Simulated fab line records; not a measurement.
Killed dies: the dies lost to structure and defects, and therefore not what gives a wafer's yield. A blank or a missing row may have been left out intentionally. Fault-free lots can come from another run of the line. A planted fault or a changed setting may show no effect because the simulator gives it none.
fab line records -- flow sky130
record: lots: 12, wafers: 36, last-day: 49
route steps=708 shown CAPM@550 METAL3@565 VIA3@585 CAP2M@603 PAD_OPEN@708
lots that met no fault: from a run of the same line without faults
start-h: hours from the record's first day to the start of the lot's first wafer shown -- wait-h: hours since the lot's step before -- " same as the row above -- L1.1+2: a single row standing in for several wafers -- - value missing, or start not given -- * or withheld: withheld -- < > ~ a bound
route shown NAME@n: a module of which the file shows steps, and the number in the route of the first -- usual: mean and standard deviation over wafers with no fault -- same: alike in all rows -- chamber/n: place in a boat -- sites: readings site by site -- _std_site: the values' standard deviation -- _edge_site: inner sites' mean taken away from outer sites' mean -- radius-mm: for every site, how far away it sits from the centre of the wafer -- mask NAME#n: copy n -- behind: tool/chamber where the wafer was last shaped -- hold: the reason the lot was held/the length of the hold in hours/how it ended -- device: names the non-switching transistor (n, p or np) -- end of line: tests of these same wafers at the route's end -- step lacking rows: just its recipe -- killed: the dies lost at the first sort to structure and to defects; this is not the yield of the wafer -- map: shows each die of a wafer: x if killed, . if not, _ if none is there
set.NAME: the setting the step ran with; set.NAME@STEP: the setting that earlier step ran with -- model.NAME: the simulator's own value behind a step, which no gauge read
route steps across a sampled set of lots; one table per step, one row per wafer
services: a tool's chamber out of use, with start hour (start-h, from the record's first day; less than 0 if before it), hours out, and reason
== steps ==
step: SKY_CAPM_METAL_ETCH_13
recipe: target-depth-nm: 220, stop-on: SiO2, chemistry: Cl2/BCl3, target: TiN, pressure-mtorr: 10, icp-w: 923.7, bias-w: 48.5, Cl2_flow_sccm: 60, bcl3-flow-sccm: 30, time-s: 62.9
usual: drypump-motor-current-A: 5.9/0.46, oes-product-au: 0.942/0.0074, throttle-valve-pct: 21.901/0.01
lot.wafer,tool,chamber,start-h,wait-h,drypump-motor-current-A,oes-product-au,rf-hours-counter-h,throttle-valve-pct
L478.1,rie-metal-02,1,866.39,0.0,5.7,0.947,16,21.911
L478.4,rie-metal-02,1,866.39,0.0,5.7,0.941,-,21.879
L478.6,rie-metal-02,0,866.39,0.0,5.2,0.950,-,21.898
L480.1,rie-metal-02,1,893.17,0.0,5.7,0.939,17,21.899
L480.3,rie-metal-02,0,893.17,0.0,5.2,0.937,-,21.909
L480.6,rie-metal-02,1,893.17,0.0,5.7,0.947,-,21.890
L481.1,rie-metal-01,1,900.47,0.0,6.5,0.942,9,21.906
L481.3,rie-metal-01,0,900.47,0.0,6.2,0.944,-,21.899
L481.6,rie-metal-01,1,900.47,0.0,6.5,0.948,-,21.897
L482.3,rie-metal-02,0,907.27,0.0,5.2,0.949,-,21.905
L482.4,rie-metal-02,1,907.27,0.0,5.7,0.942,-,21.908
L482.6,rie-metal-02,0,907.27,0.0,5.2,0.949,-,21.887
L483.1,rie-metal-01,1,916.94,0.0,6.5,0.930,9,21.905
L483.3,rie-metal-01,1,916.94,0.0,6.5,0.925,-,21.905
L483.4,rie-metal-01,0,916.94,0.0,6.1,0.932,-,21.896
L484.2,rie-metal-04,1,924.19,0.0,6.4,0.939,13,21.906
L484.3,rie-metal-04,1,924.19,0.0,6.4,0.948,-,21.903
L484.4,rie-metal-04,0,924.19,0.0,5.5,0.950,-,21.900
L485.4,rie-metal-01,0,936.90,0.0,6.1,0.936,-,21.888
L485.5,rie-metal-01,0,936.90,0.0,6.1,0.934,-,21.912
L485.6,rie-metal-01,1,936.90,0.0,6.5,0.940,-,21.900
L488.3,rie-metal-01,1,958.27,0.0,6.5,0.935,-,21.901
L488.4,rie-metal-01,0,958.27,0.0,6.1,0.955,-,21.906
L488.5,rie-metal-01,0,958.27,0.0,6.1,0.942,-,21.917
L489.1,rie-metal-02,0,959.66,0.0,5.2,0.931,8,21.907
L489.3,rie-metal-02,0,959.66,0.0,5.2,0.938,-,21.902
L489.4,rie-metal-02,1,959.66,0.0,5.7,0.927,-,21.896
L490.4,rie-metal-01,1,968.58,0.0,6.5,0.930,-,21.906
L490.5,rie-metal-01,1,968.58,0.0,6.5,0.937,-,21.923
L490.6,rie-metal-01,0,968.58,0.0,6.2,0.938,-,21.916
L491.1,rie-metal-04,1,976.19,0.0,6.4,0.939,15,21.890
L491.2,rie-metal-04,0,976.19,0.0,5.5,0.937,3,21.886
L491.5,rie-metal-04,0,976.19,0.0,5.5,0.940,-,21.895
L496.3,rie-metal-02,0,1006.02,0.0,5.2,0.951,-,21.905
L496.4,rie-metal-02,1,1006.02,0.0,5.7,0.940,-,21.903
L496.6,rie-metal-02,0,1006.02,0.0,5.2,0.951,-,21.895
step: SKY_METAL3_DESCUM_15
recipe: chemistry: O2, source-power-w: 150, bias-power-w: 0, pressure-mtorr: 10, temp-c: 40, time-s: 8
usual: drypump-motor-current-A: 6.0/0.39, oes-product-au: 1.007/0.018
lot.wafer,tool,chamber,start-h,wait-h,drypump-motor-current-A,oes-product-au,rf-hours-counter-h
L478.1,rie-metal-04,1,892.96,0.0,6.4,1.016,11
L478.4,rie-metal-04,1,892.96,0.0,6.4,1.018,-
L478.6,rie-metal-04,1,892.96,0.0,6.4,1.028,-
L480.1,rie-metal-01,0,919.31,0.0,6.1,0.988,10
L480.3,rie-metal-01,0,919.31,0.0,6.1,0.985,-
L480.6,rie-metal-01,0,919.31,0.0,6.1,0.990,-
L481.1,rie-metal-03,1,926.36,0.0,6.2,0.998,4
L481.3,rie-metal-03,1,926.36,0.0,6.2,0.994,-
L481.6,rie-metal-03,1,926.36,0.0,6.2,0.991,-
L482.3,rie-metal-04,0,933.07,0.0,5.5,1.019,-
L482.4,rie-metal-04,1,933.07,0.0,6.4,1.034,-
L482.6,rie-metal-04,0,933.07,0.0,5.5,1.028,-
L483.1,rie-metal-03,1,941.78,0.0,6.2,1.003,4
L483.3,rie-metal-03,1,941.78,0.0,6.2,0.999,-
L483.4,rie-metal-03,0,941.78,0.0,5.6,0.993,-
L484.2,rie-metal-04,0,948.61,0.0,5.5,1.021,2
L484.3,rie-metal-04,0,948.61,0.0,5.5,1.030,-
L484.4,rie-metal-04,1,948.61,0.0,6.4,1.032,-
L485.4,rie-metal-03,1,961.77,0.0,6.2,0.985,-
L485.5,rie-metal-03,0,961.77,0.0,5.6,0.984,-
L485.6,rie-metal-03,1,961.77,0.0,6.2,0.994,-
L488.3,rie-metal-04,1,982.72,0.0,6.4,1.022,-
L488.4,rie-metal-04,0,982.72,0.0,5.5,1.011,-
L488.5,rie-metal-04,1,982.72,0.0,6.4,1.015,-
L489.1,rie-metal-04,0,984.46,0.0,5.5,1.018,4
L489.3,rie-metal-04,1,984.46,0.0,6.4,1.031,-
L489.4,rie-metal-04,0,984.46,0.0,5.5,1.014,-
L490.4,rie-metal-04,0,993.49,0.0,5.5,1.028,-
L490.5,rie-metal-04,0,993.49,0.0,5.5,1.015,-
L490.6,rie-metal-04,1,993.49,0.0,6.4,1.033,-
L491.1,rie-metal-04,0,1000.38,0.0,5.5,1.016,5
L491.2,rie-metal-04,1,1000.38,0.0,6.4,1.030,16
L491.5,rie-metal-04,0,1000.38,0.0,5.5,1.019,-
L496.3,rie-metal-03,0,1028.89,0.0,5.5,0.993,-
L496.4,rie-metal-03,1,1028.89,0.0,6.2,1.003,-
L496.6,rie-metal-03,1,1028.89,0.0,6.2,1.002,-
step: SKY_VIA3_CD_MEAS_12
recipe: target-cd-nm: 200
usual: cd-nm: 199.9/1.6
lot.wafer,tool,chamber,start-h,wait-h,cd-nm
L478.1,cd-sem-01,-,919.04,-,202.7
L478.4,cd-sem-01,-,919.04,-,203.0
L478.6,cd-sem-01,-,919.04,-,203.5
L480.1,cd-sem-02,-,944.97,-,200.3
L480.3,cd-sem-02,-,944.97,-,201.1
L480.6,cd-sem-02,-,944.97,-,199.7
L481.1,cd-sem-01,-,951.84,-,200.0
L481.3,cd-sem-01,-,951.84,-,198.5
L481.6,cd-sem-01,-,951.84,-,201.0
L482.3,cd-sem-01,-,958.73,-,201.3
L482.4,cd-sem-01,-,958.73,-,200.8
L482.6,cd-sem-01,-,958.73,-,202.0
L483.1,cd-sem-02,-,966.94,-,199.2
L483.3,cd-sem-02,-,966.94,-,199.8
L483.4,cd-sem-02,-,966.94,-,200.5
L484.2,cd-sem-02,-,973.71,-,200.7
L484.3,cd-sem-02,-,973.71,-,199.0
L484.4,cd-sem-02,-,973.71,-,200.9
L485.4,cd-sem-01,-,987.53,-,197.5
L485.5,cd-sem-01,-,987.53,-,198.1
L485.6,cd-sem-01,-,987.53,-,198.9
L488.3,cd-sem-02,-,1006.93,-,200.7
L488.4,cd-sem-02,-,1006.93,-,202.0
L488.5,cd-sem-02,-,1006.93,-,200.8
L489.1,cd-sem-01,-,1008.87,-,199.8
L489.3,cd-sem-01,-,1008.87,-,199.3
L489.4,cd-sem-01,-,1008.87,-,200.4
L490.4,cd-sem-01,-,1018.03,-,198.2
L490.5,cd-sem-01,-,1018.03,-,198.8
L490.6,cd-sem-01,-,1018.03,-,199.5
L491.1,cd-sem-01,-,1025.39,-,197.9
L491.2,cd-sem-01,-,1025.39,-,198.2
L491.5,cd-sem-01,-,1025.39,-,199.6
L496.3,cd-sem-01,-,1052.46,-,200.1
L496.4,cd-sem-01,-,1052.46,-,200.3
L496.6,cd-sem-01,-,1052.46,-,199.0
step: SKY_CAP2M_CVD_00
recipe: material: SiO2, target-thk-nm: 15.5, temp-c: 400, time-s: withheld, rf-w: 450
usual: heater-power-w: 735/110
lot.wafer,tool,chamber,start-h,wait-h,heater-power-w
L478.1,pecvd-03,0,920.71,0.0,667
L478.4,pecvd-03,2,920.71,0.0,901
L478.6,pecvd-03,0,920.71,0.0,666
L480.1,pecvd-03,1,946.67,0.0,861
L480.3,pecvd-03,2,946.67,0.0,846
L480.6,pecvd-03,2,946.67,0.0,854
L481.1,pecvd-04,0,953.55,0.0,766
L481.3,pecvd-04,1,953.55,0.0,686
L481.6,pecvd-04,0,953.55,0.0,735
L482.3,pecvd-02,1,960.41,0.0,678
L482.4,pecvd-02,0,960.41,0.0,560
L482.6,pecvd-02,0,960.41,0.0,556
L483.1,pecvd-02,0,969.04,0.0,599
L483.3,pecvd-02,2,969.04,0.0,725
L483.4,pecvd-02,0,969.04,0.0,588
L484.2,pecvd-03,2,975.39,0.0,747
L484.3,pecvd-03,0,975.39,0.0,541
L484.4,pecvd-03,0,975.39,0.0,546
L485.4,pecvd-04,1,989.25,0.0,767
L485.5,pecvd-04,0,989.25,0.0,716
L485.6,pecvd-04,1,989.25,0.0,792
L488.3,pecvd-03,0,1008.56,0.0,631
L488.4,pecvd-03,1,1008.56,0.0,970
L488.5,pecvd-03,0,1008.56,0.0,646
L489.1,pecvd-04,0,1010.54,0.0,801
L489.3,pecvd-04,1,1010.54,0.0,711
L489.4,pecvd-04,0,1010.54,0.0,806
L490.4,pecvd-04,1,1019.65,0.0,804
L490.5,pecvd-04,0,1019.65,0.0,816
L490.6,pecvd-04,2,1019.65,0.0,620
L491.1,pecvd-04,1,1027.25,0.0,748
L491.2,pecvd-04,0,1027.25,0.0,785
L491.5,pecvd-04,0,1027.25,0.0,797
L496.3,pecvd-04,2,1054.10,0.0,622
L496.4,pecvd-04,0,1054.10,0.0,750
L496.6,pecvd-04,1,1054.10,0.0,690
step: SKY_PAD_OPEN_PROBE_99
usual: defect-limited-yield: 82.2/2.2, killed_at_M0_to_M3: 45/7.1, killed_at_M4_up: 3.0/1.8, killed-at-contacts: 24/5.4, killed-at-front-end: 16/4.9, killed-at-other: 0.3/0.63, killed-dies: 88/11, killed-open: 47/7.4, killed-short: 40/7, sort_bin_3_pad_short: 1.0/0.43, sort_bin_5_function: 10.6/1.7, sort_bin_6_memory: 6.3/1.1, sort-n-pass: 404/11, sort-yield-pct: 82.2/2.2
same: gross-dies: 492, killed-at-back-side: 0, sort_bin_4_leakage[%]: 0, sort_bin_8_speed[%]: 0
lot.wafer,tool,chamber,start-h,wait-h,hold,defect-limited-yield[%],killed_at_M0_to_M3,killed_at_M4_up,killed-at-contacts,killed-at-front-end,killed-at-other,killed-dies,killed-open,killed-short,sort_bin_3_pad_short[%],sort_bin_5_function[%],sort_bin_6_memory[%],sort-n-pass,sort-yield-pct[%]
L478.1,prober-01,-,1066.66,0.1,-,83.5,40,4,23,14,0,81,43,37,0.6,9.3,6.5,411,83.5
L478.4,prober-01,-,1066.81,0.2,-,76.6,57,4,30,24,0,115,67,47,1.2,13.0,9.1,377,76.6
L478.6,prober-01,-,1066.91,0.2,-,78.3,58,4,24,21,0,107,56,50,1.2,13.8,6.7,385,78.3
L480.1,prober-01,-,1089.68,0.1,-,83.3,38,4,25,15,0,82,43,38,0.4,9.3,6.9,410,83.3
L480.3,prober-01,-,1089.78,0.2,-,86.4,37,1,25,4,0,67,43,24,0.4,7.5,5.7,425,86.4
L480.6,prober-01,-,1089.93,0.2,-,81.1,50,3,29,11,0,93,43,50,0.6,12.4,5.9,399,81.1
L481.1,prober-02,-,1094.47,0.1,-,81.7,46,1,24,19,0,90,59,31,0.6,12.8,4.9,402,81.7
L481.3,prober-02,-,1094.57,0.2,-,80.9,48,5,26,14,1,94,53,41,1.0,12.0,6.1,398,80.9
L481.6,prober-02,-,1094.72,0.2,-,80.9,58,3,19,14,0,94,49,45,1.4,10.0,7.7,398,80.9
L482.3,prober-01,-,1101.00,0.2,-,80.9,45,2,31,16,0,94,52,40,0.8,12.0,6.3,398,80.9
L482.4,prober-01,-,1101.05,0.2,-,81.9,44,2,29,14,0,89,49,38,0.6,11.6,5.9,403,81.9
L482.6,prober-01,-,1101.15,0.2,-,76.8,52,5,39,18,0,114,61,53,1.2,13.6,8.3,378,76.8
L483.1,prober-02,-,1107.24,0.1,-,83.3,43,6,19,14,0,82,40,42,0.8,10.6,5.3,410,83.3
L483.3,prober-02,-,1107.34,0.2,-,81.5,46,4,18,21,2,91,53,38,1.0,10.0,7.5,401,81.5
L483.4,prober-02,-,1107.39,0.2,-,83.1,43,2,26,11,1,83,38,45,1.2,9.6,6.1,409,83.1
L484.2,prober-01,-,1112.83,0.1,-,84.8,40,2,15,18,0,75,48,26,0.8,10.0,4.5,417,84.8
L484.3,prober-01,-,1112.88,0.2,-,84.6,36,2,21,16,1,76,32,43,2.0,8.1,5.3,416,84.6
L484.4,prober-01,-,1112.93,0.2,-,80.7,43,3,29,19,1,95,46,48,1.4,11.4,6.5,397,80.7
L485.4,prober-01,-,1126.77,0.2,-,83.3,56,2,14,10,0,82,53,29,0.4,8.5,7.7,410,83.3
L485.5,prober-01,-,1126.82,0.2,-,83.3,38,5,22,17,0,82,51,31,0.2,8.3,8.1,410,83.3
L485.6,prober-01,-,1126.87,0.2,-,81.9,36,3,26,24,0,89,49,40,0.4,11.0,6.7,403,81.9
L488.3,prober-01,-,1140.12,0.2,-,79.9,55,4,20,20,0,99,52,47,1.0,12.8,6.3,393,79.9
L488.4,prober-01,-,1140.17,0.2,-,80.3,51,1,25,20,0,97,54,43,0.2,13.8,5.7,395,80.3
L488.5,prober-01,-,1140.22,0.2,-,81.5,53,1,26,11,0,91,51,40,0.6,11.8,6.1,401,81.5
L489.1,prober-02,-,1141.84,0.1,-,82.9,41,2,27,14,0,84,51,33,1.2,10.2,5.7,408,82.9
L489.3,prober-02,-,1141.94,0.2,-,84.3,42,1,24,10,0,77,44,33,0.8,8.5,6.3,415,84.3
L489.4,prober-02,-,1141.99,0.2,-,83.3,36,1,28,17,0,82,46,36,1.2,10.0,5.5,410,83.3
L490.4,prober-01,-,1150.50,0.2,-,85.4,34,5,23,9,1,72,44,28,0.8,8.3,5.5,420,85.4
L490.5,prober-01,-,1150.55,0.2,-,84.1,38,5,23,12,0,78,34,44,0.8,10.6,4.5,414,84.1
L490.6,prober-01,-,1150.60,0.2,-,84.3,41,0,22,14,0,77,51,26,1.0,10.0,4.7,415,84.3
L491.1,prober-02,-,1155.00,0.1,await-dispo/3.3h/release,77.2,39,1,18,15,39,112,35,38,3.7,13.2,5.9,380,77.2
L491.2,prober-02,-,1155.05,0.1,await-dispo/3.3h/release,73.2,36,3,22,13,58,132,41,34,4.1,17.5,5.3,360,73.2
L491.5,prober-02,-,1155.20,0.2,await-dispo/3.3h/release,73.8,39,7,16,11,56,129,40,33,4.1,16.5,5.7,363,73.8
L496.3,prober-01,-,1177.74,0.2,await-dispo/3.5h/release,72.0,31,3,21,13,70,138,38,30,3.3,16.7,8.1,354,72.0
L496.4,prober-01,-,1177.79,0.2,await-dispo/3.5h/release,74.0,33,2,22,10,61,128,42,25,4.5,16.1,5.5,364,74.0
L496.6,prober-01,-,1177.89,0.2,await-dispo/3.5h/release,75.4,29,6,31,15,40,121,39,42,4.3,13.2,7.1,371,75.4
killed by level:class
L478.1 VIA1:geometric-particle:open=10 CONTACT:geometric-particle:open=9 LI_CONTACT:geometric-particle:open=6 METAL1:geometric-particle:short=6 METAL2:geometric-particle:short=6 FIELD_ISO:geometric-particle:short=5 LI_CONTACT:geometric-particle:short=5 FIELD_ISO:geometric-particle:open=4
L478.4 CONTACT:geometric-particle:open=15 FIELD_ISO:geometric-particle:open=10 VIA3:geometric-particle:open=9 VIA1:geometric-particle:open=9 VIA2:geometric-particle:open=8 VIA3:geometric-particle:short=6 VIA1:geometric-particle:short=6 METAL2:geometric-particle:short=6
L478.6 VIA1:geometric-particle:open=19 FIELD_ISO:geometric-particle:short=8 CONTACT:geometric-particle:open=8 VIA1:geometric-particle:short=8 VIA3:geometric-particle:open=7 LI_CONTACT:geometric-particle:open=6 METAL1:geometric-particle:short=6 VIA2:geometric-particle:open=5
L480.1 CONTACT:geometric-particle:open=10 VIA1:geometric-particle:short=7 LI_CONTACT:geometric-particle:open=6 VIA1:geometric-particle:open=6 VIA2:geometric-particle:open=6 METAL3:geometric-particle:short=6 FIELD_ISO:geometric-particle:open=4 METAL1:geometric-particle:short=4
L480.3 VIA1:geometric-particle:open=12 CONTACT:geometric-particle:open=9 VIA3:geometric-particle:open=8 LI_CONTACT:geometric-particle:open=7 CONTACT:geometric-particle:short=5 METAL1:geometric-particle:short=5 LOCAL_INTERCONNECT:geometric-particle:short=3 VIA2:geometric-particle:open=3
L480.6 VIA1:geometric-particle:short=10 LI_CONTACT:geometric-particle:open=8 CONTACT:geometric-particle:open=7 METAL2:geometric-particle:short=7 CONTACT:geometric-particle:short=6 METAL1:geometric-particle:short=6 VIA3:geometric-particle:open=6 POLY_GATE:geometric-particle:short=5
L481.1 VIA1:geometric-particle:open=15 CONTACT:geometric-particle:open=9 VIA2:geometric-particle:open=8 POLY_GATE:geometric-particle:open=6 VIA3:geometric-particle:open=6 FIELD_ISO:geometric-particle:short=5 LI_CONTACT:geometric-particle:open=5 LOCAL_INTERCONNECT:geometric-particle:short=5
L481.3 CONTACT:geometric-particle:open=9 VIA1:geometric-particle:open=9 VIA2:geometric-particle:open=7 VIA2:geometric-particle:short=6 FIELD_ISO:geometric-particle:short=6 LI_CONTACT:geometric-particle:open=6 VIA3:geometric-particle:open=6 LI_CONTACT:geometric-particle:short=4
L481.6 VIA1:geometric-particle:open=11 METAL2:geometric-particle:short=9 VIA2:geometric-particle:open=9 CONTACT:geometric-particle:open=7 METAL1:geometric-particle:short=7 VIA2:geometric-particle:short=6 LI_CONTACT:geometric-particle:open=5 VIA3:geometric-particle:open=5
L482.3 VIA1:geometric-particle:open=12 CONTACT:geometric-particle:open=8 POLY_GATE:geometric-particle:open=7 LI_CONTACT:geometric-particle:open=7 VIA3:geometric-particle:short=7 METAL1:geometric-particle:short=7 CONTACT:geometric-particle:short=6 VIA3:geometric-particle:open=6
L482.4 CONTACT:geometric-particle:open=15 VIA1:geometric-particle:open=11 VIA3:geometric-particle:open=6 VIA1:geometric-particle:short=5 FIELD_ISO:geometric-particle:short=4 LI_CONTACT:geometric-particle:open=4 CONTACT:geometric-particle:short=4 METAL2:geometric-particle:short=4
L482.6 CONTACT:geometric-particle:open=15 VIA1:geometric-particle:open=11 VIA1:geometric-particle:short=10 LI_CONTACT:geometric-particle:open=8 POLY_GATE:geometric-particle:open=7 CONTACT:geometric-particle:short=7 VIA2:geometric-particle:open=7 METAL1:geometric-particle:short=6
L483.1 VIA1:geometric-particle:open=7 CONTACT:geometric-particle:open=7 VIA2:geometric-particle:open=7 POLY_GATE:geometric-particle:open=5 METAL1:geometric-particle:short=5 CONTACT:geometric-particle:short=5 METAL2:geometric-particle:short=5 METAL2:geometric-particle:open=4
L483.3 VIA1:geometric-particle:open=14 LI_CONTACT:geometric-particle:open=8 CONTACT:geometric-particle:open=8 VIA1:geometric-particle:short=6 FIELD_ISO:geometric-particle:open=5 METAL2:geometric-particle:short=5 VIA3:geometric-particle:open=5 POLY_GATE:geometric-particle:short=4
L483.4 METAL2:geometric-particle:short=7 VIA2:geometric-particle:open=7 CONTACT:geometric-particle:open=6 METAL1:geometric-particle:short=6 LI_CONTACT:geometric-particle:open=5 LOCAL_INTERCONNECT:geometric-particle:short=5 VIA1:geometric-particle:short=5 CONTACT:geometric-particle:short=4
L484.2 VIA3:geometric-particle:open=10 CONTACT:geometric-particle:open=7 VIA1:geometric-particle:open=7 VIA1:geometric-particle:short=6 FIELD_ISO:geometric-particle:short=4 FIELD_ISO:geometric-particle:open=4 LI_CONTACT:geometric-particle:open=4 METAL2:geometric-particle:short=4
L484.3 POLY_GATE:geometric-particle:short=6 CONTACT:geometric-particle:open=6 VIA3:geometric-particle:open=6 FIELD_ISO:geometric-particle:short=5 LI_CONTACT:geometric-particle:open=5 LOCAL_INTERCONNECT:geometric-particle:short=5 VIA1:geometric-particle:open=5 VIA3:geometric-particle:short=5
L484.4 VIA1:geometric-particle:open=10 CONTACT:geometric-particle:open=8 LI_CONTACT:geometric-particle:open=7 FIELD_ISO:geometric-particle:short=6 LI_CONTACT:geometric-particle:short=6 VIA3:geometric-particle:short=6 VIA3:geometric-particle:open=6 CONTACT:geometric-particle:short=5
L485.4 VIA1:geometric-particle:open=13 VIA3:geometric-particle:open=12 VIA2:geometric-particle:open=8 METAL2:geometric-particle:short=7 CONTACT:geometric-particle:open=6 VIA1:geometric-particle:short=6 LI_CONTACT:geometric-particle:open=4 POLY_GATE:geometric-particle:short=3
L485.5 VIA1:geometric-particle:open=12 LI_CONTACT:geometric-particle:open=9 FIELD_ISO:geometric-particle:short=8 CONTACT:geometric-particle:open=7 FIELD_ISO:geometric-particle:open=5 VIA3:geometric-particle:open=5 METAL1:geometric-particle:short=4 METAL2:geometric-particle:short=4
L485.6 VIA3:geometric-particle:open=9 POLY_GATE:geometric-particle:short=8 CONTACT:geometric-particle:open=8 LI_CONTACT:geometric-particle:short=6 LI_CONTACT:geometric-particle:open=6 FIELD_ISO:geometric-particle:short=5 LOCAL_INTERCONNECT:geometric-particle:short=5 FIELD_ISO:geometric-particle:open=4
L488.3 VIA1:geometric-particle:open=11 CONTACT:geometric-particle:open=9 FIELD_ISO:geometric-particle:short=8 FIELD_ISO:geometric-particle:open=6 VIA2:geometric-particle:open=6 VIA3:geometric-particle:open=6 METAL2:geometric-particle:short=5 POLY_GATE:geometric-particle:short=5
L488.4 CONTACT:geometric-particle:open=13 VIA1:geometric-particle:open=12 VIA1:geometric-particle:short=7 VIA2:geometric-particle:open=7 LI_CONTACT:geometric-particle:open=6 FIELD_ISO:geometric-particle:short=5 VIA3:geometric-particle:open=5 METAL2:geometric-particle:short=5
L488.5 VIA1:geometric-particle:open=16 METAL2:geometric-particle:short=9 LI_CONTACT:geometric-particle:open=8 CONTACT:geometric-particle:open=7 VIA1:geometric-particle:short=6 METAL1:geometric-particle:short=5 VIA3:geometric-particle:short=5 VIA3:geometric-particle:open=4
L489.1 CONTACT:geometric-particle:open=12 VIA1:geometric-particle:open=8 LI_CONTACT:geometric-particle:open=7 VIA1:geometric-particle:short=6 METAL2:geometric-particle:short=6 VIA3:geometric-particle:open=6 FIELD_ISO:geometric-particle:short=4 VIA2:geometric-particle:open=4
L489.3 VIA1:geometric-particle:open=12 CONTACT:geometric-particle:open=8 LI_CONTACT:geometric-particle:open=7 CONTACT:geometric-particle:short=5 VIA1:geometric-particle:short=5 METAL2:geometric-particle:short=5 VIA2:geometric-particle:open=5 VIA3:geometric-particle:open=4
L489.4 METAL2:geometric-particle:short=11 CONTACT:geometric-particle:open=11 LI_CONTACT:geometric-particle:open=8 CONTACT:geometric-particle:short=6 POLY_GATE:geometric-particle:open=5 METAL1:geometric-particle:open=5 FIELD_ISO:geometric-particle:short=4 VIA2:geometric-particle:open=4
L490.4 VIA1:geometric-particle:open=10 CONTACT:geometric-particle:open=9 VIA2:geometric-particle:open=8 LI_CONTACT:geometric-particle:open=6 LOCAL_INTERCONNECT:geometric-particle:short=5 VIA3:geometric-particle:open=4 POLY_GATE:geometric-particle:open=3 CONTACT:geometric-particle:short=3
L490.5 VIA1:geometric-particle:open=7 CONTACT:geometric-particle:open=6 VIA2:geometric-particle:open=6 VIA2:geometric-particle:short=5 POLY_GATE:geometric-particle:short=5 LI_CONTACT:geometric-particle:open=5 LI_CONTACT:geometric-particle:short=5 METAL2:geometric-particle:short=5
L490.6 CONTACT:geometric-particle:open=11 VIA3:geometric-particle:open=8 VIA2:geometric-particle:open=8 VIA1:geometric-particle:open=7 POLY_GATE:geometric-particle:open=5 LI_CONTACT:geometric-particle:open=5 VIA1:geometric-particle:short=5 METAL3:geometric-particle:short=5
L491.1 CAP2M:unspecified=39 LI_CONTACT:geometric-particle:open=10 VIA1:geometric-particle:open=8 METAL2:geometric-particle:short=7 METAL1:geometric-particle:short=6 VIA1:geometric-particle:short=6 CONTACT:geometric-particle:open=5 POLY_GATE:geometric-particle:short=4
L491.2 CAP2M:unspecified=57 CONTACT:geometric-particle:open=11 VIA1:geometric-particle:open=8 VIA3:geometric-particle:open=8 CONTACT:geometric-particle:short=6 VIA2:geometric-particle:open=4 METAL1:geometric-particle:short=4 VIA1:geometric-particle:short=4
L491.5 CAP2M:unspecified=56 CONTACT:geometric-particle:open=7 VIA3:geometric-particle:open=7 VIA1:geometric-particle:open=6 VIA1:geometric-particle:short=6 VIA2:geometric-particle:open=6 LI_CONTACT:geometric-particle:open=5 POLY_CUT:geometric-particle:short=4
L496.3 CAP2M:unspecified=70 VIA3:geometric-particle:open=8 CONTACT:geometric-particle:open=6 VIA1:geometric-particle:open=6 POLY_GATE:geometric-particle:short=4 SPACER:geometric-particle:short=4 LI_CONTACT:geometric-particle:open=4 LOCAL_INTERCONNECT:geometric-particle:short=4
L496.4 CAP2M:unspecified=61 VIA1:geometric-particle:open=13 LI_CONTACT:geometric-particle:open=7 CONTACT:geometric-particle:open=6 FIELD_ISO:geometric-particle:open=4 VIA1:geometric-particle:short=4 VIA2:geometric-particle:open=4 FIELD_ISO:geometric-particle:short=3
L496.6 CAP2M:unspecified=40 CONTACT:geometric-particle:open=11 FIELD_ISO:geometric-particle:short=6 LI_CONTACT:geometric-particle:open=6 LOCAL_INTERCONNECT:geometric-particle:short=6 VIA1:geometric-particle:open=6 METAL3:geometric-particle:short=5 LI_CONTACT:geometric-particle:short=4
== services ==
tool,chamber,start-h,hours,kind
rie-metal-02,-,854.92,0.4,repair
rie-metal-04,0,885.31,-,clean
rie-metal-04,0,885.31,20.2,scheduled-down
rie-metal-04,0,885.31,20.2,vent-cycle
pecvd-03,1,886.03,35.7,repair
pecvd-04,0,887.11,32.1,repair
rie-metal-03,0,899.86,1.0,repair
pecvd-04,-,901.43,3.0,repair
pecvd-03,-,908.24,2.8,pm
rie-metal-02,1,921.66,-,clean
rie-metal-02,1,921.66,25.9,scheduled-down
rie-metal-02,1,921.66,25.9,vent-cycle
pecvd-03,1,921.69,16.5,scheduled-down
pecvd-04,2,936.93,2.1,scheduled-down
pecvd-02,2,956.21,6.0,repair
pecvd-04,2,973.78,17.2,repair
pecvd-04,1,989.49,16.5,scheduled-down
pecvd-02,1,999.38,-,clean
pecvd-02,1,999.38,-,consumable-replace:showerhead
pecvd-04,1,1005.99,2.1,scheduled-down
pecvd-04,0,1008.12,2.1,scheduled-down
rie-metal-01,1,1009.97,11.8,repair
rie-metal-03,-,1037.41,2.4,repair
pecvd-03,2,1040.82,5.5,scheduled-down
== key ==
first-sign: step: SKY_PAD_OPEN_PROBE_99, reading: killed-at-other, direction: up, sigmas: 54, usual: 0.3, struck: 54
effect: step: SKY_PAD_OPEN_PROBE_99, reading: sort_bin_3_pad_short, direction: up, sigmas: 7.1, usual: 1.0, struck: 4.0
met-at SKY_CAP2M_CVD_00
struck-lots L491,L496
not-acting-at SKY_CAPM_METAL_ETCH_13,SKY_METAL3_DESCUM_15,SKY_VIA3_CD_MEAS_12
onset-between 1019.65 1027.25
also-fits time
fault: kind: chamber-particle-source, tool: pecvd-04, chamber: -, onset-h: 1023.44, steps: SKY_CAP2M_CVD_00, rate-per-visit-cm2: 1.6754, end-h: 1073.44
